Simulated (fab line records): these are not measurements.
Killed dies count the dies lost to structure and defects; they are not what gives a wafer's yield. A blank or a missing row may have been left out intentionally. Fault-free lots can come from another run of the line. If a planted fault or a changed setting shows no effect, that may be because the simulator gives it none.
Chamber matching | flow sky130 | 4 sister chambers for SKY_LI_CONTACT_CMP_24 on cmp-01
The step polishes, stops on PSG, t overpolish 20 s, target thk 0 nm. 4 wafers are shown with their chamber, then 10 later ones without.

## WAFERS, EACH WITH ITS CHAMBER
wafer  | chamber | motor current A (A)
L087.3 | 2       | 9.4
L088.3 | 1       | 9.4
L090.1 | 3       | 10.3
L090.2 | 0       | 11.3

## WAFERS WITHOUT THEIR CHAMBER
wafer  | motor current A (A)
L090.3 | 8.8
L091.3 | 8.9
L091.5 | 10.7
L091.6 | 9.6
L097.3 | 9.6
L097.4 | 11.5
L097.6 | 9.3
L096.1 | 9.1
L096.5 | 8.6
L096.6 | 11.4

## THE CHAMBER EACH PASSED THROUGH
wafer  | from the rows above          | in truth
L090.3 | can't be placed: 1 or 2      | 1
L091.3 | can't be placed: 1 or 2      | 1
L091.5 | can't be placed: 3 or 0      | 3
L091.6 | can't be placed: 1 or 2 or 3 | 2
L097.3 | can't be placed: 1 or 2 or 3 | 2
L097.4 | 0                            | 0
L097.6 | can't be placed: 1 or 2      | 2
L096.1 | can't be placed: 1 or 2      | 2
L096.5 | can't be placed: 1 or 2      | 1
L096.6 | 0                            | 0
Correctly placed: 2 of 10. From these rows, 8 cannot be placed; in 8 the true chamber is one of the candidates. 0 placed wrongly.
How it was worked out, from the rows above alone: a wafer's distance from a chamber is the root of the sum, over the readings, of the square of ((its reading less the chamber's mean) divided by the reading's scatter). If the next closest chamber is less than 2 further off than the closest, the wafer can't be placed; otherwise it belongs to the closest. A chamber's mean is the mean of its shown wafers. The scatter: root of mean squared gap, hidden wafer to nearest shown wafer, with one shown wafer a chamber.
